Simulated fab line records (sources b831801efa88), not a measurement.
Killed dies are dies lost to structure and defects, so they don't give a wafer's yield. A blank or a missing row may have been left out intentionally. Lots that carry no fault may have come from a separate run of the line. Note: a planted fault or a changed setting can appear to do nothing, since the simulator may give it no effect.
fab line records | flow sky130
record: lots: 13 wafers: 39 last-day: 49
route steps=708 shown LI_CONTACT@376 LOCAL_INTERCONNECT@388 METAL1@453
lots that met no fault: taken from a fault-free run of the same line
start-h: hours from the record's first day to the start of the lot's first wafer shown | wait-h: how many hours have passed since the lot's step before this one | " same as the row above | L1.1+2: a single row standing in for several wafers | - no value present, or no start provided | * or withheld: withheld | < > ~ a bound
route shown NAME@n: names a module that has steps shown in the file, with the first one's number in the route | usual: mean and standard deviation over wafers with no fault | same: alike in all rows | chamber/n: place in a boat | sites: each site's reading | _std_site: standard deviation of those values | _edge_site: the outer-site mean with the inner-site mean subtracted | radius-mm: for every site, how far away it sits from the centre of the wafer | mask NAME#n: copy n | behind: the last tool/chamber to shape the wafer | hold: reason for holding the lot/hours on hold/outcome of the hold | device: the transistor (n, p or np) that didn't switch | end of line: the same wafers' tests at the end of the route | for a step that has no rows: nothing shown but its recipe | killed: count of dies lost to structure and defects at first sort (not the wafer's yield) | map: the dies of a wafer, with x for killed, . for not killed, _ for no die there
set.NAME: setting as actually run; set.NAME@STEP: the setting as run at that earlier step | model.NAME: the simulator's own value behind a step, which no gauge read
steps of the route over a sample of lots; a table a step, a row a wafer
services: from which hour (start-h, from the record's first day; less than 0 if before it) a tool's chamber was out of use, for how many hours, and why
== steps ==
step: SKY_LI_CONTACT_ETCH_14
recipe: chemistry: N2/H2 target: BARC ion-energy-ev: 200 source-w: 500 bias-w: 100 pressure-mtorr: 30 n2-flow-sccm: 100 h2-flow-sccm: 200 stop-on: SiO2 time-s: 45.9 target-depth-a: 600
usual: drypump-motor-current-A: 5.7/0.38 oes-product-au: 0.854/0.0049 throttle-valve-pct: 13.224/0.0096
columns lot.wafer tool chamber start-h wait-h drypump-motor-current-A oes-product-au rf-hours-counter-h throttle-valve-pct
L326.2 rie-diel-04 3 706.30 0.0 5.8 0.850 4 13.211
L326.3 " 0 " " 6.5 0.858 9 13.226
L326.5 " 3 " " 5.8 0.855 - 13.220
L328.2 rie-diel-04 1 709.35 0.0 5.6 0.850 13 13.229
L328.3 " 3 " " 5.8 0.856 4 13.218
L328.5 " 2 " " 5.9 0.846 - 13.221
L330.2 rie-diel-03 1 712.80 0.0 5.6 0.860 0 13.220
L330.3 " 2 " " 5.7 0.856 7 13.220
L330.4 " 3 " " 5.0 0.853 1 13.238
L331.1 rie-diel-02 3 713.30 0.0 5.6 0.860 9 13.236
L331.2 " 2 " " 6.0 0.847 0 13.218
L331.6 " 3 " " 5.6 0.856 - 13.220
L332.1 rie-diel-02 3 734.95 0.0 5.6 0.851 9 13.227
L332.2 " 0 " " 6.0 0.847 5 13.213
L332.3 " 2 " " 6.0 0.859 1 13.219
L335.1 rie-diel-04 2 746.26 0.0 6.0 0.854 6 13.232
L335.4 " 1 " " 5.5 0.858 14 13.194
L335.6 " 2 " " 6.0 0.862 - 13.232
L337.2 rie-diel-03 3 757.70 0.0 5.0 0.856 2 13.224
L337.4 " 2 " " 5.7 0.854 - 13.218
L337.5 " 1 " " 5.5 0.858 - 13.234
L338.1 rie-diel-03 2 773.15 0.0 5.7 0.854 8 13.222
L338.2 " 0 " " 5.1 0.860 9 13.213
L338.6 " 0 " " 5.1 0.846 - 13.237
L340.1 rie-diel-03 0 780.36 0.0 5.0 0.847 9 13.215
L340.3 " 3 " " 5.0 0.857 3 13.202
L340.6 " 2 " " 5.7 0.858 - 13.217
L342.1 rie-diel-03 3 806.25 0.0 5.0 0.853 4 13.225
L342.2 " 1 " " 5.6 0.847 2 13.227
L342.6 " 0 " " 5.1 0.852 - 13.207
L343.1 rie-diel-03 0 809.56 0.0 5.1 0.857 10 13.215
L343.4 " 1 " " 5.5 0.854 2 13.229
L343.5 " 3 " " 5.0 0.852 - 13.226
L345.1 rie-diel-02 0 825.85 0.0 6.0 0.859 7 13.246
L345.4 " 2 " " 5.9 0.856 3 13.222
L345.6 " 1 " " 5.7 0.854 - 13.237
L346.1 rie-diel-03 2 835.21 0.0 5.6 0.854 10 13.232
L346.2 " 0 " " 5.1 0.855 11 13.212
L346.6 " 1 " " 5.5 0.859 - 13.226
step: SKY_LI_CONTACT_SPUTTER_20
recipe: material: TiN target-thk-nm: 20 chamber-pressure-pa: 5 power-w: 4000 time-s: 80
usual: chamber-pressure-pa: 5.000/0.011 throttle-valve-pct: 30.1/0.93
columns lot.wafer tool chamber start-h wait-h chamber-pressure-pa throttle-valve-pct
L326.2 pvd-sputter-02 - 706.81 0.0 5.013 30.5
L326.3 " - " " 5.012 30.4
L326.5 " - " " 5.010 30.5
L328.2 pvd-sputter-01 - 709.87 0.0 5.006 30.5
L328.3 " - " " 4.985 30.6
L328.5 " - " " 5.008 30.7
L330.2 pvd-sputter-02 - 713.31 0.0 5.009 30.2
L330.3 " - " " 5.002 30.3
L330.4 " - " " 5.008 29.2
L331.1 pvd-sputter-04 - 713.82 0.0 4.980 27.9
L331.2 " - " " 5.000 31.1
L331.6 " - " " 4.988 29.0
L332.1 pvd-sputter-01 - 735.45 0.0 5.003 30.2
L332.2 " - " " 5.001 30.8
L332.3 " - " " 5.004 30.3
L335.1 pvd-sputter-02 - 746.77 0.0 4.978 28.9
L335.4 " - " " 4.994 30.5
L335.6 " - " " 4.990 30.4
L337.2 pvd-sputter-04 - 758.21 0.0 5.001 29.1
L337.4 " - " " 4.983 30.8
L337.5 " - " " 4.986 31.0
L338.1 pvd-sputter-01 - 773.67 0.0 4.991 30.2
L338.2 " - " " 5.010 30.6
L338.6 " - " " 5.016 30.7
L340.1 pvd-sputter-04 - 780.86 0.0 4.985 30.8
L340.3 " - " " 4.999 31.2
L340.6 " - " " 4.990 30.9
L342.1 pvd-sputter-01 - 806.76 0.0 5.007 30.5
L342.2 " - " " 5.013 30.7
L342.6 " - " " 5.009 30.6
L343.1 pvd-sputter-04 - 810.07 0.0 4.998 28.1
L343.4 " - " " 4.999 31.0
L343.5 " - " " 5.007 27.9
L345.1 pvd-sputter-04 - 826.35 0.0 4.998 29.0
L345.4 " - " " 5.015 28.0
L345.6 " - " " 5.002 30.7
L346.1 pvd-sputter-04 - 835.71 0.0 5.008 29.1
L346.2 " - " " 5.016 30.7
L346.6 " - " " 5.003 29.1
step: SKY_LOCAL_INTERCONNECT_RS_MEAS_01
recipe: thk-meas-gauge: four-point-probe reads: TiN_of_LOCAL_INTERCONNECT_SPUTTER_00
usual: LOCAL_INTERCONNECT_TIN_RS: 14.16/0.17
columns lot.wafer tool chamber start-h wait-h LOCAL_INTERCONNECT_TIN_RS[ohm/sq]
L326.2 film-metro-02 - 707.56 0.1 14.30
L326.3 " - " " 14.17
L326.5 " - " " 14.31
L328.2 film-metro-01 - 710.65 0.1 13.94
L328.3 " - " " 13.71
L328.5 " - " " 13.76
L330.2 film-metro-02 - 714.06 0.1 14.30
L330.3 " - " " 14.14
L330.4 " - " " 14.13
L331.1 film-metro-02 - 714.54 0.0 14.39
L331.2 " - " " 14.41
L331.6 " - " " 14.35
L332.1 film-metro-02 - 736.30 0.0 14.40
L332.2 " - " " 14.60
L332.3 " - " " 14.48
L335.1 film-metro-02 - 747.80 0.0 13.97
L335.4 " - " " 14.09
L335.6 " - " " 13.95
L337.2 film-metro-02 - 758.96 0.1 14.00
L337.4 " - " " 13.92
L337.5 " - " " 13.96
L338.1 film-metro-01 - 774.40 0.0 14.25
L338.2 " - " " 14.00
L338.6 " - " " 14.02
L340.1 film-metro-03 - 781.59 0.0 14.01
L340.3 " - " " 14.15
L340.6 " - " " 14.19
L342.1 film-metro-01 - 807.49 0.0 14.39
L342.2 " - " " 14.36
L342.6 " - " " 14.43
L343.1 film-metro-01 - 810.80 0.0 14.24
L343.4 " - " " 14.31
L343.5 " - " " 14.18
L345.1 film-metro-03 - 827.08 0.0 14.09
L345.4 " - " " 14.18
L345.6 " - " " 14.08
L346.1 film-metro-02 - 836.44 0.0 14.14
L346.2 " - " " 14.22
L346.6 " - " " 14.16
step: SKY_METAL1_METAL_ETCH_19
recipe: target-depth-a: 3600 stop-on: SiO2 over-etch-frac: 0.3 time-s: 78 chemistry: Cl2/BCl3 resist-sidewall-deg: 88 pressure-mtorr: 10 icp-w: 900 bias-w: 48.5 Cl2_flow_sccm: 60 bcl3-flow-sccm: 30
usual: drypump-motor-current-A: 5.8/0.46 oes-product-au: 0.853/0.0055 throttle-valve-pct: 22.264/0.0093
columns lot.wafer tool chamber start-h wait-h drypump-motor-current-A oes-product-au rf-hours-counter-h throttle-valve-pct
L326.2 rie-metal-01 0 791.59 0.0 6.0 0.861 3 22.246
L326.3 " 1 " " 6.4 0.856 - 22.273
L326.5 " 1 " " 6.4 0.850 - 22.264
L328.2 rie-metal-01 0 794.49 0.0 6.0 0.853 3 22.263
L328.3 " 1 " " 6.4 0.851 - 22.244
L328.5 " 0 " " 6.0 0.850 - 22.256
L330.2 rie-metal-01 0 798.14 0.0 6.0 0.850 3 22.267
L330.3 " 1 " " 6.4 0.855 - 22.281
L330.4 " 0 " " 6.0 0.855 - 22.269
L331.1 rie-metal-02 1 798.79 0.0 5.7 0.853 2 22.250
L331.2 " 0 " " 5.0 0.852 5 22.268
L331.6 " 1 " " 5.7 0.845 - 22.266
L332.1 rie-metal-01 0 820.14 0.0 6.0 0.779 4 22.260
L332.2 " 1 " " 6.4 0.796 13 22.262
L332.3 " 0 " " 6.0 0.786 - 22.283
L335.1 rie-metal-02 0 828.89 0.0 5.0 0.851 6 22.264
L335.4 " 1 " " 5.7 0.842 - 22.267
L335.6 " 1 " " 5.7 0.847 - 22.263
L337.2 rie-metal-02 1 840.94 0.0 5.7 0.861 4 22.262
L337.4 " 0 " " 5.0 0.862 - 22.265
L337.5 " 1 " " 5.7 0.862 - 22.254
L338.1 rie-metal-03 0 855.75 0.0 5.5 0.846 6 22.266
L338.2 " 1 " " 5.9 0.844 4 22.281
L338.6 " 0 " " 5.5 0.845 - 22.246
L340.1 rie-metal-02 0 862.79 0.0 5.0 0.856 8 22.253
L340.3 " 1 " " 5.7 0.858 - 22.276
L340.6 " 1 " " 5.8 0.857 - 22.282
L342.1 rie-metal-02 1 887.44 0.0 5.7 0.843 6 22.252
L342.2 " 0 " " 5.0 0.841 8 22.266
L342.6 " 0 " " 5.0 0.844 - 22.272
L343.1 rie-metal-03 0 892.09 0.0 5.5 0.846 7 22.261
L343.4 " 1 " " 5.9 0.853 - 22.275
L343.5 " 0 " " 5.5 0.848 - 22.263
L345.1 rie-metal-03 1 909.25 0.0 5.9 0.848 5 22.273
L345.4 " 1 " " 5.9 0.854 - 22.265
L345.6 " 1 " " 5.9 0.858 - 22.264
L346.1 rie-metal-02 1 915.30 0.0 5.7 0.850 7 22.290
L346.2 " 0 " " 5.0 0.854 9 22.264
L346.6 " 1 " " 5.7 0.845 - 22.256
step: SKY_METAL1_STRIP_20
recipe: chemistry: O2/N2 power-w: 1400 pressure-mtorr: 1500 platen-temp-c: withheld o2-flow-sccm: 3000 n2-flow-sccm: 300 overash-fraction: 0.5
usual: drypump-motor-current-A: 5.9/0.42 oes-product-au: 0.342/0.0048 strip-time-to-endpoint-s: 2.68/0.035
columns lot.wafer tool chamber start-h wait-h drypump-motor-current-A oes-product-au rf-hours-counter-h strip-time-to-endpoint-s
L326.2 plasma-asher-03 1 791.68 0.1 5.3 0.340 71 2.66
L326.3 " 0 " " 5.8 0.344 - 2.64
L326.5 " 1 " " 5.3 0.331 - 2.63
L328.2 plasma-asher-03 0 794.58 0.1 5.8 0.342 71 2.71
L328.3 " 1 " " 5.3 0.346 - 2.68
L328.5 " 1 " " 5.3 0.337 - 2.70
L330.2 plasma-asher-01 0 798.23 0.1 6.1 0.337 4 2.66
L330.3 " 0 " " 6.1 0.344 - 2.63
L330.4 " 1 " " 5.5 0.342 - 2.66
L331.1 plasma-asher-01 0 798.88 0.1 6.1 0.342 5 2.67
L331.2 " 1 " " 5.6 0.344 5 2.68
L331.6 " 0 " " 6.1 0.336 - 2.70
L332.1 plasma-asher-03 0 820.23 0.1 5.8 0.380 74 3.60
L332.2 " 1 " " 5.3 0.389 74 3.60
L332.3 " 1 " " 5.3 0.381 - 3.61
L335.1 plasma-asher-04 1 828.98 0.1 6.5 0.347 103 2.71
L335.4 " 0 " " 5.7 0.349 - 2.72
L335.6 " 1 " " 6.6 0.345 - 2.69
L337.2 plasma-asher-04 0 841.03 0.1 5.7 0.344 104 2.68
L337.4 " 0 " " 5.7 0.339 - 2.67
L337.5 " 0 " " 5.7 0.346 - 2.70
L338.1 plasma-asher-04 0 855.84 0.1 5.7 0.349 106 2.76
L338.2 " 1 " " 6.6 0.336 106 2.71
L338.6 " 1 " " 6.6 0.344 - 2.71
L340.1 plasma-asher-01 0 862.88 0.1 6.2 0.338 11 2.67
L340.3 " 0 " " 6.1 0.344 - 2.67
L340.6 " 1 " " 5.6 0.337 - 2.65
L342.1 plasma-asher-04 0 887.53 0.1 5.7 0.347 109 2.73
L342.2 " 1 " " 6.6 0.349 109 2.73
L342.6 " 1 " " 6.6 0.350 - 2.74
L343.1 plasma-asher-04 0 892.18 0.1 5.7 0.333 110 2.74
L343.4 " 0 " " 5.7 0.349 - 2.73
L343.5 " 1 " " 6.6 0.344 - 2.76
L345.1 plasma-asher-03 1 909.34 0.1 5.3 0.349 83 2.71
L345.4 " 0 " " 5.8 0.346 - 2.72
L345.6 " 0 " " 5.8 0.332 - 2.70
L346.1 plasma-asher-04 0 915.39 0.1 5.7 0.349 111 2.71
L346.2 " 1 " " 6.5 0.348 111 2.70
L346.6 " 1 " " 6.6 0.347 - 2.71
== services ==
columns tool chamber start-h hours kind
rie-diel-04 - 691.08 2.8 pm
rie-diel-04 - 700.41 0.3 repair
rie-diel-02 3 707.62 5.1 repair
rie-metal-03 0 711.48 8.0 repair
plasma-asher-04 - 713.86 1.7 repair
plasma-asher-01 - 720.95 18.0 pm
rie-diel-02 3 725.51 2.6 repair
rie-metal-01 1 728.63 2.3 repair
plasma-asher-01 - 738.95 9.0 pm
plasma-asher-01 - 747.17 3.6 repair
rie-metal-01 - 747.51 0.3 repair
rie-diel-03 0 755.57 5.6 repair
rie-diel-02 3 758.20 15.2 repair
pvd-sputter-04 - 760.20 1.0 repair
rie-diel-02 2 761.73 5.5 repair
pvd-sputter-04 - 767.44 0.7 repair
rie-diel-04 - 794.10 0.5 repair
plasma-asher-04 - 797.57 4.3 pm
pvd-sputter-01 - 818.10 1.1 repair
pvd-sputter-04 - 850.81 1.7 repair
rie-diel-03 3 865.36 1.8 repair
plasma-asher-04 - 897.30 12.7 repair
pvd-sputter-01 - 909.97 2.6 repair
rie-diel-03 - 910.67 0.5 repair
== key ==
first-sign: step: SKY_METAL1_METAL_ETCH_19 reading: oes-product-au direction: down sigmas: 12 usual: 0.853 struck: 0.787
effect: step: SKY_METAL1_STRIP_20 reading: strip-time-to-endpoint-s direction: up sigmas: 26 usual: * struck: *
met-at SKY_METAL1_METAL_ETCH_19
struck-lots L332
later-rows-left-out L332.1,L332.2,L332.3
sort-left-out L332.1,L332.2,L332.3
not-acting-at SKY_LI_CONTACT_ETCH_14,SKY_LI_CONTACT_SPUTTER_20,SKY_LOCAL_INTERCONNECT_RS_MEAS_01
onset-between 798.14 820.14
fault: kind: process-parameter-drift tool: rie-metal-01 chamber: - onset-h: 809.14 steps: SKY_METAL1_METAL_ETCH_19 channel: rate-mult offset: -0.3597 shape: step
sort-left-out: the simulated sort isn't trusted on such a fault, so these wafers' sort isn't shown, and their yield isn't known
later-rows-left-out: the simulator's readings of these wafers behind a module that went badly wrong aren't trusted and aren't shown, but for the sort
